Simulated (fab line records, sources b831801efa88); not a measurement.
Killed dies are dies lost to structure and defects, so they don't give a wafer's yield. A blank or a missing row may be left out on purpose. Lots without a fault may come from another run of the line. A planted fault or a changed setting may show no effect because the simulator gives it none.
fab line records | flow sky130
record lots=5 wafers=15 last_day=50
route steps=708 shown VIA2@522 METAL3@532 CAPM@537 PAD_OPEN@708
lots that met no fault: from a run of the same line without faults
start_h: hours from the record's first day to the start of the lot's first wafer shown | wait_h: hours since the lot's step before | " the same as in the row above | L1.1+2: a row that stands for several wafers | - no value, or no start given | * or withheld: withheld | < > ~ a bound
route shown NAME@n: a module of which the file shows steps, and the number in the route of the first | usual: mean/standard deviation of fault-free wafers | same: alike in all rows | chamber/n: place in a boat | sites: the reading at each site | _std_site: their standard deviation | _edge_site: outer sites' mean less inner sites' | radius_mm: how far each site lies from the wafer's centre | mask NAME#n: copy n | behind: the tool/chamber that last shaped the wafer | hold: why the lot was held/for how many hours/how that ended | device: the transistor (n, p or np) that didn't switch | end of line: the same wafers' tests at the end of the route | a step without rows: its recipe alone | killed: dies lost to structure and defects at the first sort, not the wafer's yield | map: a wafer's dies, x killed, . not, _ none there
set.NAME: the setting as run; set.NAME@STEP: as run at that earlier step | model.NAME: the simulator's own value behind a step, which no gauge read
lots at some steps of the route; a table a step, a row a wafer
services: from which hour (start_h, from the record's first day; less than 0 if before it) a tool's chamber was out of use, for how many hours, and why
## steps
# step SKY_VIA2_ETCH_15
# recipe target=SiO2 chemistry=C4F8/O2/Ar target_depth_nm=546 stop_on=TiN mask_material=KrF-thick source_w=1500 bias_w=1200 pressure_mtorr=40 c4f8_flow_sccm=withheld O2_flow_sccm=6 Ar_flow_sccm=300 time_s=84
# step SKY_VIA2_STRIP_16
# recipe chemistry=O2/N2 power_w=1400 pressure_mtorr=1500 platen_temp_c=withheld o2_flow_sccm=3000 n2_flow_sccm=300 overash_fraction=0.5
# usual drypump_motor_current_A=5.6/0.43 oes_product_au=0.398/0.0044 strip_time_to_endpoint_s=4.04/0.032
# same overash_fraction=0.5
# columns lot.wafer tool chamber start_h wait_h drypump_motor_current_A oes_product_au rf_hours_counter_h strip_time_to_endpoint_s
L637.2 plasma_asher-03 1 912.01 0.0 5.0 0.398 49 4.04
L637.4 " 1 " " 5.0 0.393 - 4.03
L637.6 " 1 " " 5.0 0.393 - 4.03
L640.2 plasma_asher-04 1 933.65 0.0 5.7 0.399 19 4.00
L640.5 " 1 " " 5.7 0.395 - 4.01
L640.6 " 0 " " 5.1 0.402 - 4.07
L648.1 plasma_asher-04 1 992.52 0.0 5.7 0.400 25 4.05
L648.4 " 0 " " 5.1 0.395 - 4.05
L648.6 " 1 " " 5.7 0.402 - 4.07
L651.2 plasma_asher-02 1 1005.22 0.0 5.5 0.399 119 4.06
L651.4 " 0 " " 5.7 0.399 - 4.03
L651.5 " 1 " " 5.5 0.402 - 4.01
L652.3 plasma_asher-02 0 1009.73 0.1 5.7 0.396 - 4.04
L652.5 " 1 " " 5.4 0.395 - 3.99
L652.6 " 0 " " 5.7 0.394 - 4.10
# step SKY_VIA2_STRIP_17
# recipe chemistry=post_etch_residue_remover time_s=1200 temp_c=72.5
# step SKY_VIA2_CLEAN_18
# recipe chemistry=IPA time_s=180 temp_c=25
# step SKY_VIA2_CLEAN_19
# recipe chemistry=O3/DIW dry=n2_spin
# step SKY_VIA2_SPUTTER_20
# recipe material=TiN target_thk_nm=20 chamber_pressure_pa=5 power_w=4000 time_s=80
# step SKY_VIA2_CVD_21
# recipe material=W target_thk_nm=420 time_s=126.4 temp_c=400 pressure_torr=40
# step SKY_VIA2_RS_MEAS_22
# recipe thk_meas_gauge=four-point-probe reads=W_of_VIA2_CVD_21+TiN_of_VIA2_SPUTTER_20
# usual VIA2_W_RS=0.273/0.004
# columns lot.wafer tool chamber start_h wait_h VIA2_W_RS[ohm/sq]
L637.2 film_metro-02 - 912.83 0.1 0.273
L637.4 " - " " 0.276
L637.6 " - " " 0.275
L640.2 film_metro-02 - 934.46 0.1 0.274
L640.5 " - " " 0.276
L640.6 " - " " 0.274
L648.1 film_metro-02 - 993.37 0.1 0.280
L648.4 " - " " 0.278
L648.6 " - " " 0.277
L651.2 film_metro-03 - 1006.08 0.1 0.269
L651.4 " - " " 0.277
L651.5 " - " " 0.276
L652.3 film_metro-01 - 1010.53 0.1 0.275
L652.5 " - " " 0.269
L652.6 " - " " 0.277
# step SKY_VIA2_THK_MEAS_23
# recipe thk_meas_gauge=xrf reads=W_of_VIA2_CVD_21
# usual VIA2_W_THK=416/7.5
# columns lot.wafer tool chamber start_h wait_h VIA2_W_THK[nm]
L637.2 film_metro-02 - 912.94 0.1 414
L637.4 " - " " 410
L637.6 " - " " 413
L640.2 film_metro-02 - 934.57 0.1 413
L640.5 " - " " 411
L640.6 " - " " 413
L648.1 film_metro-02 - 993.49 0.1 403
L648.4 " - " " 403
L648.6 " - " " 408
L651.2 film_metro-03 - 1006.19 0.1 416
L651.4 " - " " 410
L651.5 " - " " 412
L652.3 film_metro-01 - 1010.63 0.1 409
L652.5 " - " " 417
L652.6 " - " " 411
# step SKY_VIA2_CMP_24
# recipe stop_on=SiO2 t_overpolish_s=20 down_force_psi=3.5 platen_rpm=60 target_thk_nm=0 pad_velocity_m_s=0.94248
# step SKY_METAL3_SPUTTER_00
# recipe material=Ti target_thk_nm=15 power_w=3000 time_s=10 chamber_pressure_pa=0.4
# step SKY_METAL3_SPUTTER_01
# recipe material=TiN target_thk_nm=20 power_w=6500 time_s=16.7 chamber_pressure_pa=0.4
# step SKY_METAL3_SPUTTER_02
# recipe material=AlCu target_thk_nm=735 power_w=10600 time_s=39.1 chamber_pressure_pa=0.4
# usual cathode_dc_power_W=10600/2 throttle_valve_pct=30.0/0.88
# columns lot.wafer tool chamber start_h wait_h cathode_dc_power_W throttle_valve_pct model.AlCu_of_METAL3_SPUTTER_02.thk_nm
L637.2 pvd_sputter-01 - 913.34 0.0 10600 29.8 735.7
L637.4 " - " " 10605 30.8 727.1
L637.6 " - " " 10602 29.8 729.3
L640.2 pvd_sputter-02 - 934.97 0.0 10598 28.9 731.7
L640.5 " - " " 10606 29.3 726.9
L640.6 " - " " 10597 29.0 734.6
L648.1 pvd_sputter-01 - 994.23 0.0 9649.5 31.2 663.7
L648.4 " - " " 10600 30.6 729.3
L648.6 " - " " 9649.3 31.5 658.9
L651.2 pvd_sputter-02 - 1006.58 0.0 10599 29.3 718.1
L651.4 " - " " 10598 28.9 722.3
L651.5 " - " " 10601 28.9 735.5
L652.3 pvd_sputter-04 - 1011.02 0.0 10597 30.8 727.2
L652.5 " - " " 10601 29.7 735.2
L652.6 " - " " 10600 31.1 725.1
# step SKY_METAL3_SPUTTER_03
# recipe material=Ti target_thk_nm=5 power_w=3000 time_s=3.3 chamber_pressure_pa=0.4
# step SKY_METAL3_SPUTTER_04
# recipe material=TiN target_thk_nm=70 power_w=6500 time_s=58.3 chamber_pressure_pa=0.4
# usual cathode_dc_power_W=6500.0/1.3 throttle_valve_pct=30.0/0.82
# columns lot.wafer tool chamber start_h wait_h cathode_dc_power_W throttle_valve_pct
L637.2 pvd_sputter-01 - 913.40 0.0 6501.4 29.9
L637.4 " - " " 6497.7 31.0
L637.6 " - " " 6498.0 30.0
L640.2 pvd_sputter-02 - 935.04 0.0 6499.1 29.2
L640.5 " - " " 6500.9 28.9
L640.6 " - " " 6498.0 29.1
L648.1 pvd_sputter-01 - 994.29 0.0 6501.3 31.1
L648.4 " - " " 6500.1 30.5
L648.6 " - " " 6502.1 31.0
L651.2 pvd_sputter-02 - 1006.64 0.0 6500.4 29.5
L651.4 " - " " 6500.1 29.1
L651.5 " - " " 6500.0 28.8
L652.3 pvd_sputter-04 - 1011.08 0.0 6502.6 30.8
L652.5 " - " " 6501.7 30.0
L652.6 " - " " 6497.5 31.2
# step SKY_CAPM_CVD_00
# recipe material=SiO2 target_thk_nm=15.5 temp_c=400 time_s=withheld rf_w=450
# usual heater_power_w=726/79
# columns lot.wafer tool chamber start_h wait_h heater_power_w
L637.2 pecvd-03 1 913.45 0.0 764
L637.4 " 2 " " 734
L637.6 " 0 " " 573
L640.2 pecvd-01 2 935.09 0.0 705
L640.5 " 2 " " 667
L640.6 " 0 " " 802
L648.1 pecvd-03 0 994.33 0.0 646
L648.4 " 2 " " 778
L648.6 " 1 " " 719
L651.2 pecvd-01 1 1006.69 0.0 541
L651.4 " 1 " " 538
L651.5 " 2 " " 746
L652.3 pecvd-01 0 1011.13 0.0 681
L652.5 " 2 " " 722
L652.6 " 1 " " 616
# step SKY_CAPM_THK_MEAS_01
# recipe reads=SiO2_of_CAPM_CVD_00
# usual CAPM_CVD_00_THK=15.50/0.21
# columns lot.wafer tool chamber start_h wait_h CAPM_CVD_00_THK[nm]
L637.2 film_metro-04 - 913.48 - 15.34
L637.4 " - " " 15.59
L637.6 " - " " 15.52
L640.2 film_metro-03 - 935.13 - 15.40
L640.5 " - " " 15.58
L640.6 " - " " 15.41
L648.1 film_metro-02 - 994.36 - 15.64
L648.4 " - " " 15.67
L648.6 " - " " 15.78
L651.2 film_metro-03 - 1006.73 - 15.14
L651.4 " - " " 15.60
L651.5 " - " " 15.49
L652.3 film_metro-04 - 1011.17 - 15.12
L652.5 " - " " 15.69
L652.6 " - " " 15.65
# step SKY_CAPM_SPUTTER_02
# recipe material=TiN target_thk_nm=200 temp_c=300 power_w=6500 time_s=166.7 chamber_pressure_pa=0.4
# step SKY_CAPM_RS_MEAS_03
# recipe thk_meas_gauge=four-point-probe reads=TiN_of_CAPM_SPUTTER_02
# usual CAPM_TIN_RS=6.88/0.077
# columns lot.wafer tool chamber start_h wait_h CAPM_TIN_RS[ohm/sq]
L637.2 film_metro-03 - 913.66 0.1 6.95
L637.4 " - " " 6.91
L637.6 " - " " 6.94
L640.2 film_metro-03 - 935.31 0.1 6.91
L640.5 " - " " 6.86
L640.6 " - " " 6.77
L648.1 film_metro-04 - 994.53 0.1 6.85
L648.4 " - " " 6.99
L648.6 " - " " 6.86
L651.2 film_metro-04 - 1006.91 0.1 6.98
L651.4 " - " " 6.94
L651.5 " - " " 6.91
L652.3 film_metro-03 - 1011.36 0.1 6.95
L652.5 " - " " 6.91
L652.6 " - " " 6.93
# step SKY_CAPM_THK_MEAS_04
# recipe thk_meas_gauge=xrf reads=TiN_of_CAPM_SPUTTER_02
# usual CAPM_TIN_THK=199.2/2.8
# columns lot.wafer tool chamber start_h wait_h CAPM_TIN_THK[nm]
L637.2 film_metro-03 - 913.77 0.1 198.8
L637.4 " - " " 199.0
L637.6 " - " " 198.3
L640.2 film_metro-03 - 935.42 0.1 199.5
L640.5 " - " " 201.6
L640.6 " - " " 203.2
L648.1 film_metro-04 - 994.65 0.1 198.7
L648.4 " - " " 196.2
L648.6 " - " " 199.1
L651.2 film_metro-04 - 1007.02 0.1 194.8
L651.4 " - " " 196.0
L651.5 " - " " 197.0
L652.3 film_metro-03 - 1011.46 0.1 198.7
L652.5 " - " " 200.9
L652.6 " - " " 199.7
# step SKY_CAPM_DEHYDRATE_05
# recipe temp_c=200 time_s=60
# step SKY_CAPM_HMDS_06
# recipe prime_time_s=60 prime_temp_c=120
# step SKY_CAPM_COAT_07
# recipe resist=NOVOLAK spin_rpm=3000 resist_thk_nm=1140
# step SKY_CAPM_SOFTBAKE_08
# recipe temp_c=90 time_s=60 resist=NOVOLAK
# step SKY_CAPM_EXPOSE_09
# recipe mask_id=CAPM na=0.6 source_shape=conventional sigma_outer=0.6 polarization=unpolarized target_cd_nm=1000 dose_mj=159
# step SKY_CAPM_PEB_10
# recipe temp_c=withheld time_s=* resist=NOVOLAK
# step SKY_CAPM_DEVELOP_11
# recipe resist=NOVOLAK developer=TMAH develop_time_s=60 dev_temp_c=23
# step SKY_CAPM_OVL_MEAS_12
# usual CAPM_OVL=-0.4/1.5
# columns lot.wafer tool chamber start_h wait_h CAPM_OVL[nm]
L637.2 overlay-02 - 937.94 0.1 0.0
L637.4 " - " " 1.5
L637.6 " - " " 1.0
L640.2 overlay-01 - 959.27 0.1 -0.1
L640.5 " - " " 1.3
L640.6 " - " " 0.1
L648.1 overlay-02 - 1017.24 0.1 -2.4
L648.4 " - " " -2.7
L648.6 " - " " -0.4
L651.2 overlay-02 - 1030.17 0.1 -0.2
L651.4 " - " " -2.2
L651.5 " - " " -0.5
L652.3 overlay-02 - 1034.21 0.1 -2.5
L652.5 " - " " -2.8
L652.6 " - " " -1.1
# step SKY_CAPM_METAL_ETCH_13
# recipe target_depth_nm=220 stop_on=SiO2 chemistry=Cl2/BCl3 target=TiN pressure_mtorr=10 icp_w=900 bias_w=48.5 Cl2_flow_sccm=60 bcl3_flow_sccm=30 time_s=62.9
# usual drypump_motor_current_A=5.6/0.48 oes_product_au=0.944/0.0075 throttle_valve_pct=21.900/0.0096
# columns lot.wafer tool chamber start_h wait_h drypump_motor_current_A oes_product_au rf_hours_counter_h throttle_valve_pct
L637.2 rie_metal-01 1 937.97 0.0 5.8 0.937 11 21.908
L637.4 " 0 " " 5.3 0.943 - 21.911
L637.6 " 0 " " 5.3 0.943 - 21.897
L640.2 rie_metal-04 0 959.30 0.0 5.0 0.944 7 21.895
L640.5 " 0 " " 5.0 0.949 - 21.921
L640.6 " 1 " " 5.9 0.955 - 21.896
L648.1 rie_metal-03 0 1017.27 0.0 5.5 0.942 7 21.901
L648.4 " 1 " " 6.5 0.929 - 21.898
L648.6 " 1 " " 6.5 0.941 - 21.899
L651.2 rie_metal-04 0 1030.20 0.0 4.9 0.935 10 21.913
L651.4 " 1 " " 5.9 0.940 - 21.899
L651.5 " 0 " " 5.0 0.938 - 21.892
L652.3 rie_metal-04 1 1034.26 0.0 5.9 0.941 - 21.920
L652.5 " 1 " " 5.9 0.944 - 21.901
L652.6 " 0 " " 5.0 0.936 - 21.889
# step SKY_CAPM_STRIP_14
# recipe chemistry=O2/N2 power_w=1400 pressure_mtorr=1500 platen_temp_c=withheld o2_flow_sccm=3000 n2_flow_sccm=300 overash_fraction=0.5
# usual drypump_motor_current_A=5.6/0.43 oes_product_au=0.711/0.0046 strip_time_to_endpoint_s=12.66/0.04
# same overash_fraction=0.5
# columns lot.wafer tool chamber start_h wait_h drypump_motor_current_A oes_product_au rf_hours_counter_h strip_time_to_endpoint_s
L637.2 plasma_asher-04 1 938.05 0.1 5.7 0.711 20 12.65
L637.4 " 1 " " 5.7 0.711 - 12.62
L637.6 " 1 " " 5.7 0.711 - 12.63
L640.2 plasma_asher-03 1 959.37 0.1 5.0 0.712 54 12.61
L640.5 " 0 " " 6.5 0.713 - 12.65
L640.6 " 1 " " 5.0 0.715 - 12.73
L648.1 plasma_asher-01 0 1017.35 0.1 5.9 0.710 88 12.66
L648.4 " 1 " " 5.5 0.708 - 12.68
L648.6 " 1 " " 5.5 0.708 - 12.72
L651.2 plasma_asher-04 0 1030.27 0.1 5.1 0.720 28 12.60
L651.4 " 0 " " 5.1 0.707 - 12.63
L651.5 " 1 " " 5.7 0.706 - 12.62
L652.3 plasma_asher-01 0 1034.34 0.1 5.8 0.713 - 12.70
L652.5 " 1 " " 5.5 0.717 - 12.66
L652.6 " 0 " " 5.8 0.711 - 12.70
# step SKY_CAPM_STRIP_15
# recipe chemistry=post_etch_residue_remover time_s=1200 temp_c=72.5
# step SKY_CAPM_CLEAN_16
# recipe chemistry=IPA time_s=180 temp_c=25
# step SKY_CAPM_CLEAN_17
# recipe chemistry=O3/DIW dry=n2_spin
# step SKY_METAL3_DEHYDRATE_05
# recipe temp_c=200 time_s=60
# step SKY_METAL3_HMDS_06
# recipe prime_time_s=60 prime_temp_c=120
# step SKY_METAL3_COAT_07
# recipe resist=BARC temp_c=withheld time_s=withheld spin_rpm=3000 resist_thk_nm=60
# step SKY_METAL3_COAT_08
# recipe resist=KrF-thick spin_rpm=3000 resist_thk_nm=1140
# step SKY_METAL3_SOFTBAKE_09
# recipe temp_c=100 time_s=90 resist=KrF-thick
# step SKY_METAL3_EXPOSE_10
# recipe mask_id=MM3 na=0.68 source_shape=annular sigma_inner=0.4 sigma_outer=0.8 target_cd_nm=300 dose_mj=28
# step SKY_METAL3_PEB_11
# recipe peb_temp_c=withheld peb_time_s=withheld resist=KrF-thick
# step SKY_METAL3_DEVELOP_12
# recipe develop_time_s=60 resist=KrF-thick dev_temp_c=21
# step SKY_METAL3_CD_MEAS_13
# recipe target_cd_nm=300
# usual cd_nm=300.0/1.4
# columns lot.wafer tool chamber start_h wait_h cd_nm
L637.2 cd_sem-02 - 962.50 - 300.8
L637.4 " - " " 299.2
L637.6 " - " " 299.6
L640.2 cd_sem-02 - 983.61 - 298.2
L640.5 " - " " 297.9
L640.6 " - " " 298.5
L648.1 cd_sem-02 - 1040.95 - 300.0
L648.4 " - " " 298.8
L648.6 " - " " 299.8
L651.2 cd_sem-01 - 1052.76 - 298.8
L651.4 " - " " 299.4
L651.5 " - " " 299.2
L652.3 cd_sem-02 - 1056.58 - 299.5
L652.5 " - " " 300.9
L652.6 " - " " 299.5
# step SKY_METAL3_METAL_ETCH_18
# recipe target_depth_a=8450 stop_on=SiO2 over_etch_frac=0.3 time_s=183.1 chemistry=Cl2/BCl3 resist_sidewall_deg=88 pressure_mtorr=10 icp_w=900 bias_w=48.5 Cl2_flow_sccm=60 bcl3_flow_sccm=30
# usual drypump_motor_current_A=5.7/0.56 oes_product_au=0.865/0.006 throttle_valve_pct=22.265/0.0091
# columns lot.wafer tool chamber start_h wait_h drypump_motor_current_A oes_product_au rf_hours_counter_h throttle_valve_pct
L637.2 rie_metal-04 0 962.79 0.0 5.0 0.866 7 22.264
L637.4 " 0 " " 4.9 0.858 - 22.246
L637.6 " 0 " " 5.0 0.860 - 22.274
L640.2 rie_metal-04 1 983.89 0.0 5.9 0.863 8 22.266
L640.5 " 0 " " 5.0 0.862 - 22.254
L640.6 " 1 " " 5.9 0.868 - 22.253
L648.1 rie_metal-04 1 1041.25 0.0 5.9 0.833 11 22.264
L648.4 " 0 " " 5.0 0.860 - 22.253
L648.6 " 0 " " 5.0 0.817 - 22.253
L651.2 rie_metal-04 1 1053.04 0.0 5.9 0.865 12 22.265
L651.4 " 0 " " 5.0 0.868 - 22.262
L651.5 " 1 " " 5.9 0.860 - 22.259
L652.3 rie_metal-03 1 1056.90 0.1 6.5 0.852 - 22.251
L652.5 " 0 " " 5.6 0.868 - 22.275
L652.6 " 1 " " 6.5 0.859 - 22.261
# step SKY_PAD_OPEN_PROBE_99
# usual defect_limited_yield=82.2/1.9 killed_at_M0_to_M3=44/6.9 killed_at_M4_up=3.3/1.8 killed_at_contacts=24/5 killed_at_front_end=16/4.6 killed_at_other=0.2/0.42 killed_dies=88/9.2 killed_on_rim=17/3.5 killed_open=48/7.3 killed_short=40/6.5 sort_bin_3_pad_short=0.9/0.43 sort_bin_5_function=10.6/1.5 sort_bin_6_memory=6.4/1.1 sort_n_pass=404/9.2 sort_yield_pct=82.2/1.9
# same gross_dies=492 killed_at_back_side=0 sort_bin_4_leakage[%]=0 sort_bin_8_speed[%]=0
# columns lot.wafer tool chamber start_h wait_h defect_limited_yield[%] killed_at_M0_to_M3 killed_at_M4_up killed_at_contacts killed_at_front_end killed_at_other killed_dies killed_on_rim killed_open killed_short sort_bin_3_pad_short[%] sort_bin_5_function[%] sort_bin_6_memory[%] sort_n_pass sort_yield_pct[%] model.etest.met3.line_ohm_um model.etest.met3.rs_ohm_sq
L637.2 prober-01 - 1128.77 0.1 84.3 39 3 24 11 0 77 16 46 30 0.2 7.9 7.5 415 84.3 0.1422 0.04245
L637.4 prober-01 - 1128.87 0.2 81.5 45 2 24 20 0 91 18 50 39 1.2 9.8 7.5 401 81.5 0.1453 0.04298
L637.6 prober-01 - 1128.97 0.2 85.4 37 1 19 15 0 72 19 37 35 0 9.6 5.1 420 85.4 0.1434 0.04308
L640.2 prober-02 - 1141.67 0.1 81.7 39 4 31 16 0 90 16 56 34 1.0 10.8 6.5 402 81.7 0.1427 0.04292
L640.5 prober-02 - 1141.82 0.2 82.1 51 2 25 10 0 88 17 54 34 0.4 11.4 6.1 404 82.1 0.1456 0.04317
L640.6 prober-02 - 1141.87 0.2 84.1 42 2 22 12 0 78 11 47 31 0.8 9.3 5.7 414 84.1 0.14 0.04216
L648.1 prober-02 - 1187.48 0.1 87.2 31 2 19 11 0 63 11 35 28 0.2 8.3 4.3 429 87.2 0.1566 0.04728
L648.4 prober-02 - 1187.63 0.2 80.1 57 4 29 8 0 98 22 64 34 0.6 12.8 6.5 394 80.1 0.1441 0.0429
L648.6 prober-02 - 1187.73 0.2 82.7 46 4 28 7 0 85 19 42 43 1.6 9.8 5.9 407 82.7 0.1599 0.0478
L651.2 prober-01 - 1195.88 0.1 81.3 49 4 23 16 0 92 19 46 46 0.6 11.0 7.1 400 81.3 0.1439 0.04366
L651.4 prober-01 - 1195.98 0.2 82.1 41 3 26 17 1 88 16 55 32 0.6 10.4 6.9 404 82.1 0.1463 0.04325
L651.5 prober-01 - 1196.03 0.2 82.3 52 1 22 12 0 87 21 41 46 1.2 9.8 6.7 405 82.3 0.1409 0.04272
L652.3 prober-02 - 1198.24 0.2 83.9 44 0 25 10 0 79 13 50 29 1.0 10.0 5.1 413 83.9 0.1435 0.04302
L652.5 prober-02 - 1198.34 0.2 83.7 37 2 29 12 0 80 16 45 35 0.6 9.6 6.1 412 83.7 0.1438 0.04251
L652.6 prober-02 - 1198.39 0.2 80.7 56 4 24 10 1 95 18 49 46 1.2 12.2 5.9 397 80.7 0.1434 0.0431
# killed by level:class
L637.2 VIA1:geometric_particle:open=10 CONTACT:geometric_particle:open=9 VIA2:geometric_particle:open=6 LI_CONTACT:geometric_particle:open=5 CONTACT:geometric_particle:short=5 FIELD_ISO:geometric_particle:short=4 METAL2:geometric_particle:short=4 VIA3:geometric_particle:open=4
L637.4 CONTACT:geometric_particle:open=12 METAL1:geometric_particle:short=8 METAL2:geometric_particle:short=8 VIA2:geometric_particle:open=6 LI_CONTACT:geometric_particle:open=6 VIA3:geometric_particle:open=6 FIELD_ISO:geometric_particle:open=5 POLY_GATE:geometric_particle:open=5
L637.6 VIA1:geometric_particle:open=10 FIELD_ISO:geometric_particle:short=7 CONTACT:geometric_particle:open=7 LI_CONTACT:geometric_particle:open=5 LOCAL_INTERCONNECT:geometric_particle:short=5 METAL1:geometric_particle:short=5 VIA2:geometric_particle:open=5 VIA3:geometric_particle:open=4
L640.2 CONTACT:geometric_particle:open=12 VIA1:geometric_particle:open=11 FIELD_ISO:geometric_particle:open=7 LI_CONTACT:geometric_particle:open=6 LOCAL_INTERCONNECT:geometric_particle:short=5 VIA3:geometric_particle:open=5 VIA1:geometric_particle:short=5 VIA2:geometric_particle:open=5
L640.5 CONTACT:geometric_particle:open=12 VIA1:geometric_particle:open=12 VIA3:geometric_particle:open=10 METAL2:geometric_particle:short=8 METAL1:geometric_particle:short=6 LI_CONTACT:geometric_particle:open=5 VIA2:geometric_particle:short=5 VIA2:geometric_particle:open=5
L640.6 VIA1:geometric_particle:open=13 CONTACT:geometric_particle:open=11 METAL2:geometric_particle:short=5 VIA2:geometric_particle:open=5 VIA3:geometric_particle:open=5 LI_CONTACT:geometric_particle:open=4 VIA1:geometric_particle:short=4 POLY_GATE:geometric_particle:open=3
L648.1 VIA1:geometric_particle:open=9 VIA2:geometric_particle:open=9 LOCAL_INTERCONNECT:geometric_particle:short=5 LI_CONTACT:geometric_particle:open=4 METAL3:geometric_particle:short=4 FIELD_ISO:geometric_particle:open=3 LI_CONTACT:geometric_particle:short=3 CONTACT:geometric_particle:open=3
L648.4 VIA1:geometric_particle:open=16 LI_CONTACT:geometric_particle:open=12 CONTACT:geometric_particle:open=9 VIA2:geometric_particle:open=9 METAL1:geometric_particle:short=8 VIA3:geometric_particle:open=7 METAL4:geometric_particle:short=4 POLY_GATE:geometric_particle:open=3
L648.6 METAL1:geometric_particle:short=11 LI_CONTACT:geometric_particle:open=8 VIA1:geometric_particle:open=8 METAL2:geometric_particle:short=7 VIA2:geometric_particle:open=7 CONTACT:geometric_particle:short=6 CONTACT:geometric_particle:open=6 VIA3:geometric_particle:open=4
L651.2 VIA1:geometric_particle:open=8 CONTACT:geometric_particle:open=8 METAL1:geometric_particle:short=8 METAL2:geometric_particle:short=8 POLY_GATE:geometric_particle:open=6 VIA2:geometric_particle:open=6 POLY_GATE:geometric_particle:short=5 VIA3:geometric_particle:open=5
L651.4 LI_CONTACT:geometric_particle:open=12 VIA1:geometric_particle:open=9 VIA2:geometric_particle:open=9 CONTACT:geometric_particle:open=8 LI_CONTACT:geometric_particle:short=4 VIA1:geometric_particle:short=4 METAL2:geometric_particle:short=4 VIA3:geometric_particle:open=4
L651.5 METAL2:geometric_particle:short=11 VIA1:geometric_particle:open=7 METAL3:geometric_particle:short=7 VIA3:geometric_particle:open=6 LI_CONTACT:geometric_particle:open=6 CONTACT:geometric_particle:open=6 VIA2:geometric_particle:open=5 CONTACT:geometric_particle:short=5
L652.3 CONTACT:geometric_particle:open=14 VIA1:geometric_particle:open=13 METAL2:geometric_particle:short=8 VIA3:geometric_particle:open=6 METAL1:geometric_particle:short=5 VIA2:geometric_particle:open=5 CONTACT:geometric_particle:short=4 LOCAL_INTERCONNECT:geometric_particle:short=3
L652.5 CONTACT:geometric_particle:open=14 VIA1:geometric_particle:open=9 LOCAL_INTERCONNECT:geometric_particle:short=7 FIELD_ISO:geometric_particle:short=5 VIA2:geometric_particle:open=5 VIA1:geometric_particle:short=5 CONTACT:geometric_particle:short=4 METAL2:geometric_particle:open=4
L652.6 VIA1:geometric_particle:open=11 CONTACT:geometric_particle:open=10 METAL2:geometric_particle:short=10 METAL1:geometric_particle:short=8 VIA3:geometric_particle:short=7 VIA3:geometric_particle:open=7 POLY_GATE:geometric_particle:open=5 LI_CONTACT:geometric_particle:open=4
## services
# columns tool chamber start_h hours kind
plasma_asher-02 - 889.13 4.6 repair
pvd_sputter-02 2 894.57 - consumable_replace:kit
pvd_sputter-02 2 894.57 18.0 scheduled_down
pvd_sputter-02 2 894.57 18.0 vent_cycle
rie_metal-01 1 909.09 22.4 repair
plasma_asher-01 - 926.37 9.3 repair
pvd_sputter-01 - 933.67 6.5 repair
rie_metal-03 0 945.59 14.8 repair
pvd_sputter-01 - 960.15 14.7 repair
plasma_asher-04 - 969.31 1.4 repair
pecvd-01 0 969.62 22.6 repair
rie_metal-01 1 977.83 9.0 repair
pvd_sputter-02 - 995.21 2.4 repair
pvd_sputter-01 0 1004.14 - consumable_replace:kit
plasma_asher-03 - 1004.26 1.6 repair
rie_metal-04 - 1013.53 0.4 repair
pvd_sputter-01 - 1019.29 1.2 repair
pecvd-03 - 1030.52 6.0 pm
pecvd-03 1 1040.38 16.0 repair
plasma_asher-04 - 1045.34 14.6 pm
pvd_sputter-02 - 1046.65 12.6 repair
rie_metal-03 - 1050.13 0.5 repair
plasma_asher-03 - 1052.06 15.6 pm
plasma_asher-02 - 1055.35 9.0 pm
## key
first_sign step=SKY_METAL3_SPUTTER_02 reading=cathode_dc_power_W direction=down sigmas=99+ usual=10600 struck=9649.4
effect step=SKY_METAL3_METAL_ETCH_18 reading=oes_product_au direction=down sigmas=6.7 usual=0.865 struck=0.825
model_effect step=SKY_METAL3_SPUTTER_02 value=AlCu_of_METAL3_SPUTTER_02.thk_nm without=727 struck=661.3
model_effect step=SKY_PAD_OPEN_PROBE_99 value=etest.met3.line_ohm_um without=0.1438 struck=0.1583
met_at SKY_METAL3_SPUTTER_02
struck_wafers L648.1,L648.6
onset_between 913.34 994.23
fault kind=process_parameter_drift tool=pvd_sputter-01 chamber=- onset_h=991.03 steps=SKY_METAL3_SPUTTER_02 channel=power_w offset=* shape=step end_h=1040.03 acts_in=* stated=* scope=struck_wafers_only
